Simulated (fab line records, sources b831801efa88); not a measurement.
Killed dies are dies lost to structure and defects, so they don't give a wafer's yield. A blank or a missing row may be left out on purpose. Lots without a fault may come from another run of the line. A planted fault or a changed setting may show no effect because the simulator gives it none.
fab line records | flow sky130
record lots=13 wafers=39 last_day=51
route steps=708 shown FIELD_ISO@16 NWELL@68 VT_ADJUST_HVTP@93 PAD_OPEN@708
lots that met no fault: from a run of the same line without faults
start_h: hours from the record's first day to the start of the lot's first wafer shown | wait_h: hours since the lot's step before | " the same as in the row above | L1.1+2: a row that stands for several wafers | - no value, or no start given | * or withheld: withheld | < > ~ a bound
route shown NAME@n: a module of which the file shows steps, and the number in the route of the first | usual: mean/standard deviation of fault-free wafers | same: alike in all rows | chamber/n: place in a boat | sites: the reading at each site | _std_site: their standard deviation | _edge_site: outer sites' mean less inner sites' | radius_mm: how far each site lies from the wafer's centre | mask NAME#n: copy n | behind: the tool/chamber that last shaped the wafer | hold: why the lot was held/for how many hours/how that ended | device: the transistor (n, p or np) that didn't switch | end of line: the same wafers' tests at the end of the route | a step without rows: its recipe alone | killed: dies lost to structure and defects at the first sort, not the wafer's yield | map: a wafer's dies, x killed, . not, _ none there
set.NAME: the setting as run; set.NAME@STEP: as run at that earlier step | model.NAME: the simulator's own value behind a step, which no gauge read
steps of the route over a sample of lots; a table a step, a row a wafer
services: from which hour (start_h, from the record's first day; less than 0 if before it) a tool's chamber was out of use, for how many hours, and why
## steps
# step SKY_FIELD_ISO_ETCH_15
# recipe chemistry=CHF3/O2 target_depth_nm=180 stop_on=Si source_w=600 bias_w=200 pressure_mtorr=40 chf3_flow_sccm=50 O2_flow_sccm=5 time_s=72
# usual bias_w=199.9/0.54 drypump_motor_current_A=5.8/0.37 oes_product_au=0.928/0.0067 throttle_valve_pct=8.839/0.0088
# columns lot.wafer tool chamber start_h wait_h bias_w drypump_motor_current_A oes_product_au rf_hours_counter_h throttle_valve_pct
L632.2 rie_diel-01 1 32.34 0.0 199.6 5.6 0.925 62 8.822
L632.3 " 0 " " 200.0 5.8 0.939 46 8.850
L632.5 " 0 " " 199.4 5.8 0.931 - 8.841
L634.4 rie_diel-04 3 41.52 0.0 199.6 6.0 0.927 125 8.834
L634.5 " 3 " " 201.3 6.0 0.924 - 8.850
L634.6 " 2 " " 199.9 6.0 0.926 - 8.837
L635.1 rie_diel-04 0 45.57 0.0 200.6 5.7 0.922 93 8.842
L635.5 " 0 " " 200.0 5.7 0.925 - 8.853
L635.6 " 3 " " 199.6 6.0 0.925 - 8.834
L636.1 rie_diel-03 2 53.94 0.0 199.7 6.0 0.938 2 8.824
L636.3 " 1 " " 199.7 5.8 0.941 68 8.820
L636.5 " 1 " " 200.4 5.8 0.937 - 8.857
L637.1 rie_diel-03 2 59.37 0.0 199.9 6.0 0.937 2 8.866
L637.2 " 3 " " 200.1 5.8 0.930 2 8.843
L637.3 " 1 " " 199.5 5.8 0.932 68 8.826
L638.3 rie_diel-01 2 63.04 0.0 200.0 5.9 0.925 151 8.837
L638.5 " 2 " " 199.7 5.9 0.925 - 8.834
L638.6 " 3 " " 199.3 4.9 0.930 - 8.835
L640.1 rie_diel-01 0 73.87 0.0 199.8 5.8 0.931 47 8.829
L640.4 " 1 " " 200.6 5.6 0.940 - 8.851
L640.5 " 0 " " 199.6 5.8 0.919 - 8.844
L641.2 rie_diel-04 1 79.04 0.0 199.9 6.5 0.937 91 8.846
L641.3 " 0 " " 200.4 5.7 0.935 93 8.846
L641.4 " 2 " " 200.0 6.0 0.930 83 8.833
L642.2 rie_diel-03 1 81.12 0.0 201.2 5.8 0.918 69 8.836
L642.5 " 1 " " 200.1 5.8 0.931 - 8.847
L642.6 " 2 " " 199.8 5.9 0.919 - 8.837
L644.2 rie_diel-04 3 92.37 0.0 193.6 6.0 0.919 126 8.830
L644.4 " 3 " " 193.7 5.9 0.915 - 8.835
L644.5 " 1 " " 193.0 6.6 0.922 - 8.836
L645.1 rie_diel-04 0 95.27 0.0 193.3 5.7 0.919 93 8.841
L645.2 " 2 " " 193.5 6.0 0.922 83 8.836
L645.5 " 2 " " 193.7 6.0 0.926 - 8.836
L654.1 rie_diel-03 1 146.24 0.0 199.6 5.8 0.923 70 8.837
L654.2 " 2 " " 200.3 6.0 0.927 4 8.840
L654.5 " 2 " " 200.0 6.0 0.931 - 8.853
L655.2 rie_diel-01 1 150.32 0.0 200.2 5.6 0.934 64 8.837
L655.3 " 0 " " 199.9 5.9 0.924 49 8.853
L655.5 " 2 " " 200.1 5.9 0.935 - 8.841
# step SKY_FIELD_ISO_CMP_27
# recipe stop_on=Si3N4 t_overpolish_s=16 down_force_psi=4 platen_rpm=60 target_thk_nm=457.8 pad_velocity_m_s=0.94248
# usual motor_current_A=12.3/0.81 overpolish_run_s=16.000/0.0087 time_to_endpoint_s=112/3.5
# columns lot.wafer tool chamber start_h wait_h motor_current_A overpolish_run_s time_to_endpoint_s
L632.2 cmp-01 1 35.76 0.0 12.5 15.998 112
L632.3 " 0 " " 11.3 15.991 115
L632.5 " 2 " " 12.3 15.990 112
L634.4 cmp-01 0 45.56 0.0 10.8 16.009 110
L634.5 " 0 " " 10.9 15.999 114
L634.6 " 1 " " 12.6 15.996 112
L635.1 cmp-02 3 50.04 0.1 12.5 16.005 115
L635.6 " 1 " " 12.9 16.002 117
L635.5 " 2 " " 13.6 16.000 119
L636.3 cmp-01 3 57.91 0.0 13.1 16.011 115
L636.1 " 2 " " 11.7 16.017 115
L636.5 " 3 " " 12.9 16.006 112
L637.2 cmp-01 1 63.28 0.0 12.6 15.998 117
L637.3 " 3 " " 12.1 16.003 117
L637.1 " 0 " " 11.0 16.001 114
L638.3 cmp-02 0 67.68 0.1 12.5 16.013 110
L638.6 " 2 " " 12.9 15.993 113
L638.5 " 3 " " 12.0 15.991 112
L640.4 cmp-01 0 77.40 0.0 11.4 15.997 112
L640.1 " 3 " " 13.2 16.001 109
L640.5 " 1 " " 12.1 15.990 109
L641.2 cmp-01 1 85.67 0.0 12.4 16.001 110
L641.3 " 3 " " 13.0 15.993 106
L641.4 " 0 " " 11.1 15.996 109
L642.2 cmp-01 0 88.10 0.1 10.9 15.984 106
L642.5 " 3 " " 13.0 16.002 109
L642.6 " 0 " " 10.8 16.004 109
L644.2 cmp-02 0 98.55 0.0 12.1 16.010 107
L644.4 " 3 " " 11.9 15.995 109
L644.5 " 1 " " 13.4 16.012 111
L645.2 cmp-02 2 100.10 0.1 12.7 16.019 111
L645.1 " 3 " " 12.5 16.005 108
L645.5 " 2 " " 12.7 15.992 110
L654.1 cmp-01 3 149.94 0.1 12.3 15.984 111
L654.2 " 1 " " 12.7 15.995 115
L654.5 " 2 " " 11.3 16.000 111
L655.2 cmp-01 0 154.53 0.0 10.8 15.984 116
L655.3 " 1 " " 12.4 16.000 117
L655.5 " 0 " " 11.4 15.999 113
# step SKY_NWELL_TW_MEAS_15
# usual NWELL_TW=1844/8.7
# columns lot.wafer tool chamber start_h wait_h NWELL_TW
L632.2 film_metro-01 - 85.97 0.1 1836
L632.3 " - " " 1837
L632.5 " - " " 1837
L634.4 film_metro-03 - 99.40 0.1 1836
L634.5 " - " " 1840
L634.6 " - " " 1839
L635.1 film_metro-03 - 102.61 0.1 1840
L635.5 " - " " 1836
L635.6 " - " " 1851
L636.1 film_metro-03 - 110.39 0.1 1837
L636.3 " - " " 1826
L636.5 " - " " 1831
L637.1 film_metro-02 - 118.76 0.1 1841
L637.2 " - " " 1853
L637.3 " - " " 1851
L638.3 film_metro-02 - 124.21 0.1 1866
L638.5 " - " " 1841
L638.6 " - " " 1855
L640.1 film_metro-01 - 134.89 0.1 1830
L640.4 " - " " 1836
L640.5 " - " " 1839
L641.2 film_metro-03 - 145.30 0.1 1847
L641.3 " - " " 1837
L641.4 " - " " 1851
L642.2 film_metro-01 - 147.18 0.1 1836
L642.5 " - " " 1839
L642.6 " - " " 1832
L644.2 film_metro-02 - 158.42 0.1 1848
L644.4 " - " " 1835
L644.5 " - " " 1854
L645.1 film_metro-03 - 160.36 0.1 1838
L645.2 " - " " 1832
L645.5 " - " " 1838
L654.1 film_metro-01 - 213.84 0.1 1847
L654.2 " - " " 1858
L654.5 " - " " 1850
L655.2 film_metro-02 - 222.17 0.1 1846
L655.3 " - " " 1838
L655.5 " - " " 1851
# step SKY_VT_ADJUST_HVTP_OVL_MEAS_08
# usual VT_ADJUST_HVTP_OVL=0.1/1.4
# columns lot.wafer tool chamber start_h wait_h VT_ADJUST_HVTP_OVL[nm]
L632.2 overlay-02 - 120.15 0.1 -0.7
L632.3 " - " " -0.1
L632.5 " - " " 1.0
L634.4 overlay-02 - 135.61 0.1 3.9
L634.5 " - " " 2.3
L634.6 " - " " 1.8
L635.1 overlay-02 - 140.43 0.1 -0.8
L635.5 " - " " 1.6
L635.6 " - " " 0.7
L636.1 overlay-02 - 148.78 0.1 2.5
L636.3 " - " " 1.9
L636.5 " - " " 1.9
L637.1 overlay-01 - 157.60 0.1 2.2
L637.2 " - " " -1.1
L637.3 " - " " 1.8
L638.3 overlay-02 - 163.34 0.1 2.2
L638.5 " - " " 2.0
L638.6 " - " " 0.0
L640.1 overlay-01 - 174.58 0.1 -1.6
L640.4 " - " " -0.8
L640.5 " - " " 0.5
L641.2 overlay-02 - 186.33 0.1 1.1
L641.3 " - " " -0.9
L641.4 " - " " 0.6
L642.2 overlay-02 - 188.28 0.1 0.8
L642.5 " - " " -1.2
L642.6 " - " " -1.5
L644.2 overlay-01 - 199.38 0.1 -0.1
L644.4 " - " " -2.2
L644.5 " - " " -0.6
L645.1 overlay-02 - 201.28 0.1 0.1
L645.2 " - " " 2.0
L645.5 " - " " -0.4
L654.1 overlay-02 - 261.03 0.1 0.4
L654.2 " - " " -0.7
L654.5 " - " " 0.6
L655.2 overlay-01 - 271.05 0.1 0.2
L655.3 " - " " -0.2
L655.5 " - " " 0.4
# step SKY_PAD_OPEN_PROBE_99
# usual killed_at_M0_to_M3=43/6.4 killed_at_M4_up=3.2/1.8 killed_at_contacts=25/5.8 killed_at_front_end=16/4.1 killed_at_other=0.2/0.47 killed_dies=88/9.9 killed_on_rim=17/4.1 killed_open=47/7.3 killed_short=40/7.1
# same gross_dies=492 killed_at_back_side=0
# columns lot.wafer tool chamber start_h wait_h killed_at_M0_to_M3 killed_at_M4_up killed_at_contacts killed_at_front_end killed_at_other killed_dies killed_on_rim killed_open killed_short
L632.2 prober-01 - 1067.81 0.1 42 4 25 14 0 85 17 37 47
L632.3 prober-01 - 1067.86 0.2 38 4 22 13 0 77 16 50 27
L632.5 prober-01 - 1067.96 0.2 35 1 19 20 0 75 22 41 34
L634.4 prober-01 - 1079.81 0.2 59 4 20 13 0 96 23 51 45
L634.5 prober-01 - 1079.86 0.2 52 4 20 18 0 94 17 53 41
L634.6 prober-01 - 1079.91 0.2 44 2 22 13 0 81 12 31 50
L635.1 prober-02 - 1088.78 0.1 45 1 18 10 0 74 16 41 33
L635.5 prober-02 - 1088.98 0.2 42 2 26 18 0 88 23 40 48
L635.6 prober-02 - 1089.03 0.2 47 2 26 8 0 83 15 52 31
L636.1 prober-01 - 1091.91 0.1 51 1 24 9 0 85 20 45 40
L636.3 prober-01 - 1092.01 0.2 41 3 20 18 0 82 14 47 35
L636.5 prober-01 - 1092.11 0.2 35 4 26 11 0 76 15 44 32
L637.1 prober-02 - 1100.67 0.1 42 6 28 13 1 90 16 57 33
L637.2 prober-02 - 1100.72 0.1 51 3 31 18 0 103 24 47 56
L637.3 prober-02 - 1100.77 0.2 59 5 36 14 0 114 23 68 46
L640.1 prober-01 - 1123.51 0.1 37 4 30 12 0 83 12 50 32
L640.4 prober-01 - 1123.66 0.2 48 1 35 18 0 102 20 54 48
L640.5 prober-01 - 1123.71 0.2 43 3 27 12 0 85 15 49 36
L638.3 prober-01 - 1127.28 0.2 38 6 27 9 0 80 11 46 34
L638.5 prober-01 - 1127.38 0.2 46 5 32 11 0 94 13 56 38
L638.6 prober-01 - 1127.43 0.2 47 3 42 18 0 110 25 67 43
L641.2 prober-02 - 1132.87 0.1 43 4 21 17 0 85 16 51 34
L641.3 prober-02 - 1132.92 0.2 41 5 31 11 1 89 13 47 42
L641.4 prober-02 - 1132.97 0.2 39 3 19 15 0 76 18 43 33
L642.2 prober-01 - 1133.93 0.1 30 3 24 8 1 66 9 27 39
L642.5 prober-01 - 1134.08 0.2 38 3 28 12 0 81 14 47 34
L642.6 prober-01 - 1134.13 0.2 39 2 24 11 0 76 12 41 34
L644.2 prober-01 - 1139.61 0.1 35 6 24 20 0 85 12 46 39
L644.4 prober-01 - 1139.71 0.2 53 1 22 17 0 93 17 52 41
L644.5 prober-01 - 1139.76 0.2 43 6 16 17 0 82 18 47 35
L645.1 prober-02 - 1147.06 0.1 43 2 38 18 0 101 19 59 41
L645.2 prober-02 - 1147.11 0.1 32 1 28 20 0 81 11 44 36
L645.5 prober-02 - 1147.26 0.2 41 3 27 25 0 96 15 55 41
L654.1 prober-01 - 1191.22 0.1 36 7 25 15 0 83 24 46 37
L654.2 prober-01 - 1191.27 0.1 34 6 24 12 0 76 12 44 32
L654.5 prober-01 - 1191.42 0.2 43 1 19 12 0 75 14 47 28
L655.2 prober-02 - 1214.52 0.1 35 1 25 14 0 75 15 43 32
L655.3 prober-02 - 1214.57 0.2 38 3 21 21 0 83 19 47 36
L655.5 prober-02 - 1214.67 0.2 37 4 24 9 0 74 10 40 34
# killed by level:class
L632.2 VIA1:geometric_particle:open=13 CONTACT:geometric_particle:open=8 METAL2:geometric_particle:short=6 FIELD_ISO:geometric_particle:short=5 POLY_GATE:geometric_particle:short=5 LOCAL_INTERCONNECT:geometric_particle:open=5 METAL3:geometric_particle:short=5 VIA2:geometric_particle:open=5
L632.3 VIA1:geometric_particle:open=11 LI_CONTACT:geometric_particle:open=9 CONTACT:geometric_particle:open=9 VIA2:geometric_particle:open=6 FIELD_ISO:geometric_particle:open=4 VIA1:geometric_particle:short=4 METAL2:geometric_particle:short=4 POLY_GATE:geometric_particle:short=3
L632.5 VIA1:geometric_particle:open=13 CONTACT:geometric_particle:open=9 POLY_GATE:geometric_particle:open=8 METAL2:geometric_particle:short=6 FIELD_ISO:geometric_particle:open=4 POLY_GATE:geometric_particle:short=4 VIA2:geometric_particle:open=4 CONTACT:geometric_particle:short=4
L634.4 VIA1:geometric_particle:open=14 METAL2:geometric_particle:short=11 LI_CONTACT:geometric_particle:open=9 FIELD_ISO:geometric_particle:open=7 METAL3:geometric_particle:short=7 CONTACT:geometric_particle:open=6 METAL1:geometric_particle:short=6 FIELD_ISO:geometric_particle:short=4
L634.5 VIA1:geometric_particle:open=13 LI_CONTACT:geometric_particle:open=10 FIELD_ISO:geometric_particle:open=9 METAL2:geometric_particle:short=8 LOCAL_INTERCONNECT:geometric_particle:short=6 METAL1:geometric_particle:short=6 VIA3:geometric_particle:short=5 VIA2:geometric_particle:open=5
L634.6 METAL1:geometric_particle:short=11 METAL2:geometric_particle:short=9 LI_CONTACT:geometric_particle:open=9 VIA2:geometric_particle:short=5 FIELD_ISO:geometric_particle:short=4 POLY_GATE:geometric_particle:short=4 VIA1:geometric_particle:open=4 LOCAL_INTERCONNECT:geometric_particle:short=3
L635.1 VIA3:geometric_particle:open=9 CONTACT:geometric_particle:open=8 VIA1:geometric_particle:open=8 METAL1:geometric_particle:short=6 METAL2:geometric_particle:short=6 VIA3:geometric_particle:short=4 VIA2:geometric_particle:open=4 FIELD_ISO:geometric_particle:short=3
L635.5 VIA1:geometric_particle:open=8 LI_CONTACT:geometric_particle:open=7 VIA2:geometric_particle:open=7 POLY_GATE:geometric_particle:short=5 LI_CONTACT:geometric_particle:short=5 LOCAL_INTERCONNECT:geometric_particle:short=5 CONTACT:geometric_particle:open=5 METAL2:geometric_particle:short=5
L635.6 CONTACT:geometric_particle:open=11 VIA1:geometric_particle:open=10 LI_CONTACT:geometric_particle:open=8 METAL1:geometric_particle:short=8 VIA3:geometric_particle:open=8 VIA2:geometric_particle:open=6 LOCAL_INTERCONNECT:geometric_particle:short=4 FIELD_ISO:geometric_particle:short=3
L636.1 CONTACT:geometric_particle:open=9 VIA1:geometric_particle:open=9 METAL1:geometric_particle:short=8 VIA2:geometric_particle:open=8 LOCAL_INTERCONNECT:geometric_particle:short=6 VIA1:geometric_particle:short=6 METAL3:geometric_particle:short=5 VIA3:geometric_particle:open=5
L636.3 VIA1:geometric_particle:open=14 CONTACT:geometric_particle:open=11 METAL1:geometric_particle:short=8 LI_CONTACT:geometric_particle:open=5 FIELD_ISO:geometric_particle:short=4 VIA1:geometric_particle:short=4 POLY_GATE:geometric_particle:open=4 POLY_GATE:geometric_particle:short=4
L636.5 LI_CONTACT:geometric_particle:open=9 VIA1:geometric_particle:open=9 CONTACT:geometric_particle:open=8 LOCAL_INTERCONNECT:geometric_particle:short=5 METAL2:geometric_particle:short=5 VIA2:geometric_particle:open=5 POLY_GATE:geometric_particle:open=4 METAL1:geometric_particle:short=4
L637.1 VIA1:geometric_particle:open=15 LI_CONTACT:geometric_particle:open=11 LOCAL_INTERCONNECT:geometric_particle:short=8 VIA2:geometric_particle:open=8 POLY_GATE:geometric_particle:open=6 CONTACT:geometric_particle:open=5 METAL3:geometric_particle:short=5 VIA1:geometric_particle:short=4
L637.2 LI_CONTACT:geometric_particle:open=12 VIA1:geometric_particle:open=11 FIELD_ISO:geometric_particle:short=6 VIA1:geometric_particle:short=6 LOCAL_INTERCONNECT:geometric_particle:short=6 VIA2:geometric_particle:open=6 METAL2:geometric_particle:short=6 VIA3:geometric_particle:short=6
L637.3 VIA1:geometric_particle:open=18 CONTACT:geometric_particle:open=13 VIA3:geometric_particle:open=10 VIA2:geometric_particle:open=10 LI_CONTACT:geometric_particle:open=7 LOCAL_INTERCONNECT:geometric_particle:short=6 POLY_GATE:geometric_particle:open=5 METAL1:geometric_particle:short=5
L640.1 LI_CONTACT:geometric_particle:open=12 VIA1:geometric_particle:open=11 CONTACT:geometric_particle:open=8 VIA1:geometric_particle:short=6 CONTACT:geometric_particle:short=6 VIA3:geometric_particle:open=6 METAL1:geometric_particle:short=5 POLY_GATE:geometric_particle:short=3
L640.4 CONTACT:geometric_particle:short=12 VIA1:geometric_particle:open=12 CONTACT:geometric_particle:open=10 VIA1:geometric_particle:short=9 FIELD_ISO:geometric_particle:open=6 METAL1:geometric_particle:short=6 METAL2:geometric_particle:short=6 VIA2:geometric_particle:open=6
L640.5 VIA1:geometric_particle:open=17 CONTACT:geometric_particle:open=8 CONTACT:geometric_particle:short=7 LI_CONTACT:geometric_particle:open=6 LOCAL_INTERCONNECT:geometric_particle:short=6 VIA3:geometric_particle:open=6 METAL1:geometric_particle:short=4 METAL2:geometric_particle:short=4
L638.3 VIA1:geometric_particle:open=10 CONTACT:geometric_particle:open=8 LI_CONTACT:geometric_particle:open=7 VIA1:geometric_particle:short=7 CONTACT:geometric_particle:short=5 VIA2:geometric_particle:open=5 VIA3:geometric_particle:open=4 FIELD_ISO:geometric_particle:short=3
L638.5 CONTACT:geometric_particle:open=16 VIA1:geometric_particle:open=12 LI_CONTACT:geometric_particle:open=7 VIA3:geometric_particle:open=6 VIA2:geometric_particle:open=6 VIA1:geometric_particle:short=5 CONTACT:geometric_particle:short=5 METAL1:geometric_particle:short=5
L638.6 CONTACT:geometric_particle:open=18 VIA1:geometric_particle:open=15 LI_CONTACT:geometric_particle:open=13 FIELD_ISO:geometric_particle:short=7 FIELD_ISO:geometric_particle:open=6 LOCAL_INTERCONNECT:geometric_particle:short=6 VIA1:geometric_particle:short=6 VIA2:geometric_particle:open=6
L641.2 VIA1:geometric_particle:open=10 VIA3:geometric_particle:open=8 CONTACT:geometric_particle:open=7 METAL1:geometric_particle:short=7 VIA2:geometric_particle:open=7 POLY_GATE:geometric_particle:open=6 LI_CONTACT:geometric_particle:open=5 LOCAL_INTERCONNECT:geometric_particle:short=5
L641.3 CONTACT:geometric_particle:open=12 VIA2:geometric_particle:open=10 CONTACT:geometric_particle:short=8 LI_CONTACT:geometric_particle:open=7 VIA1:geometric_particle:open=7 METAL2:geometric_particle:short=6 VIA3:geometric_particle:open=5 METAL1:geometric_particle:short=5
L641.4 VIA1:geometric_particle:open=11 CONTACT:geometric_particle:open=10 METAL1:geometric_particle:short=9 VIA2:geometric_particle:open=6 FIELD_ISO:geometric_particle:open=5 FIELD_ISO:geometric_particle:short=5 METAL2:geometric_particle:short=5 LI_CONTACT:geometric_particle:open=4
L642.2 CONTACT:geometric_particle:open=6 CONTACT:geometric_particle:short=5 VIA1:geometric_particle:short=5 LOCAL_INTERCONNECT:geometric_particle:short=4 VIA3:geometric_particle:short=4 METAL1:geometric_particle:short=4 VIA1:geometric_particle:open=4 METAL2:geometric_particle:short=4
L642.5 CONTACT:geometric_particle:open=14 VIA1:geometric_particle:open=8 LI_CONTACT:geometric_particle:open=5 METAL1:geometric_particle:short=5 VIA2:geometric_particle:open=5 LOCAL_INTERCONNECT:geometric_particle:short=4 VIA3:geometric_particle:open=4 POLY_GATE:geometric_particle:short=3
L642.6 CONTACT:geometric_particle:open=11 VIA1:geometric_particle:open=8 VIA2:geometric_particle:open=8 LI_CONTACT:geometric_particle:open=6 METAL1:geometric_particle:short=5 CONTACT:geometric_particle:short=4 VIA3:geometric_particle:short=4 VIA3:geometric_particle:open=4
L644.2 LI_CONTACT:geometric_particle:open=9 VIA1:geometric_particle:open=8 POLY_GATE:geometric_particle:open=6 FIELD_ISO:geometric_particle:short=5 CONTACT:geometric_particle:open=5 VIA3:geometric_particle:open=5 FIELD_ISO:geometric_particle:open=4 POLY_GATE:geometric_particle:short=4
L644.4 VIA3:geometric_particle:open=10 VIA1:geometric_particle:open=10 FIELD_ISO:geometric_particle:short=6 POLY_GATE:geometric_particle:open=5 LI_CONTACT:geometric_particle:open=5 VIA1:geometric_particle:short=5 CONTACT:geometric_particle:open=5 METAL1:geometric_particle:short=5
L644.5 VIA1:geometric_particle:open=14 FIELD_ISO:geometric_particle:short=6 VIA2:geometric_particle:open=6 CONTACT:geometric_particle:open=6 FIELD_ISO:geometric_particle:open=5 METAL1:geometric_particle:short=5 LI_CONTACT:geometric_particle:open=4 VIA1:geometric_particle:short=4
L645.1 CONTACT:geometric_particle:open=17 CONTACT:geometric_particle:short=8 VIA1:geometric_particle:open=8 FIELD_ISO:geometric_particle:short=7 VIA2:geometric_particle:open=7 METAL1:geometric_particle:short=6 VIA3:geometric_particle:open=6 FIELD_ISO:geometric_particle:open=5
L645.2 FIELD_ISO:geometric_particle:short=8 CONTACT:geometric_particle:open=8 VIA2:geometric_particle:open=7 FIELD_ISO:geometric_particle:open=5 LOCAL_INTERCONNECT:geometric_particle:short=5 CONTACT:geometric_particle:short=5 POLY_GATE:geometric_particle:open=4 LI_CONTACT:geometric_particle:open=4
L645.5 FIELD_ISO:geometric_particle:open=9 FIELD_ISO:geometric_particle:short=9 LI_CONTACT:geometric_particle:open=9 METAL1:geometric_particle:short=9 VIA1:geometric_particle:open=9 CONTACT:geometric_particle:open=8 VIA3:geometric_particle:open=8 CONTACT:geometric_particle:short=4
L654.1 CONTACT:geometric_particle:open=10 POLY_GATE:geometric_particle:open=8 VIA2:geometric_particle:open=8 VIA1:geometric_particle:open=8 CONTACT:geometric_particle:short=6 VIA3:geometric_particle:open=5 METAL4:geometric_particle:short=5 SPACER:geometric_particle:short=4
L654.2 CONTACT:geometric_particle:open=9 VIA3:geometric_particle:open=8 VIA1:geometric_particle:open=7 LI_CONTACT:geometric_particle:open=5 LOCAL_INTERCONNECT:geometric_particle:short=5 METAL1:geometric_particle:short=5 VIA2:geometric_particle:open=5 CONTACT:geometric_particle:short=4
L654.5 VIA1:geometric_particle:open=9 VIA2:geometric_particle:open=8 VIA3:geometric_particle:open=7 METAL2:geometric_particle:short=6 CONTACT:geometric_particle:open=5 CONTACT:geometric_particle:short=4 LI_CONTACT:geometric_particle:open=4 VIA1:geometric_particle:short=4
L655.2 VIA1:geometric_particle:open=12 LI_CONTACT:geometric_particle:open=8 CONTACT:geometric_particle:open=7 POLY_GATE:geometric_particle:short=6 CONTACT:geometric_particle:short=5 METAL1:geometric_particle:short=5 POLY_GATE:geometric_particle:open=4 LOCAL_INTERCONNECT:geometric_particle:short=4
L655.3 VIA1:geometric_particle:open=14 FIELD_ISO:geometric_particle:open=9 CONTACT:geometric_particle:short=7 POLY_GATE:geometric_particle:short=6 CONTACT:geometric_particle:open=6 VIA3:geometric_particle:open=5 FIELD_ISO:geometric_particle:short=4 LI_CONTACT:geometric_particle:open=4
L655.5 CONTACT:geometric_particle:open=9 VIA1:geometric_particle:open=8 LI_CONTACT:geometric_particle:short=6 METAL1:geometric_particle:short=5 METAL2:geometric_particle:short=5 CONTACT:geometric_particle:short=4 LI_CONTACT:geometric_particle:open=4 VIA2:geometric_particle:open=4
## services
# columns tool chamber start_h hours kind
rie_diel-04 - 8.40 2.8 pm
rie_diel-01 3 9.17 3.9 repair
cmp-02 - 9.17 2.9 pm
rie_diel-04 1 15.39 18.7 repair
rie_diel-01 3 16.85 2.1 repair
cmp-01 - 17.65 2.2 repair
cmp-01 - 36.66 1.7 repair
cmp-01 - 64.06 4.0 pm
cmp-01 - 68.06 - consumable_replace:conditioner
cmp-01 - 68.06 - consumable_replace:pad
rie_diel-01 2 73.47 7.5 repair
rie_diel-04 3 80.76 11.0 repair
rie_diel-04 0 88.91 6.0 repair
rie_diel-03 - 93.26 0.2 repair
rie_diel-03 0 106.39 5.4 repair
rie_diel-03 3 111.07 1.5 repair
cmp-01 - 111.15 27.2 pm
rie_diel-03 3 117.07 4.7 repair
rie_diel-03 3 125.23 28.7 repair
rie_diel-04 3 137.19 7.5 repair
rie_diel-01 3 144.76 7.9 repair
rie_diel-04 2 154.23 1.4 repair
## key
first_sign step=SKY_FIELD_ISO_ETCH_15 reading=bias_w direction=down sigmas=12 usual=199.9 struck=193.5
effect none on later readings
met_at SKY_FIELD_ISO_ETCH_15
struck_lots L644,L645
tester_left_out L644,L645
not_acting_at SKY_FIELD_ISO_CMP_27,SKY_NWELL_TW_MEAS_15,SKY_VT_ADJUST_HVTP_OVL_MEAS_08
onset_between 79.04 92.37
fault kind=process_parameter_drift tool=rie_diel-04 chamber=- onset_h=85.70 steps=SKY_FIELD_ISO_ETCH_15 channel=bias_w offset=-6.2236 shape=step end_h=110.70 acts_in=these_recipes_only stated=200
# tester_left_out: of these lots the tester's yield and bins aren't shown, on N5 and GAA mostly nor the transistor test; their killed dies are dies lost to structure and defects alone, not to doping, threshold or leakage, so they don't give the yield
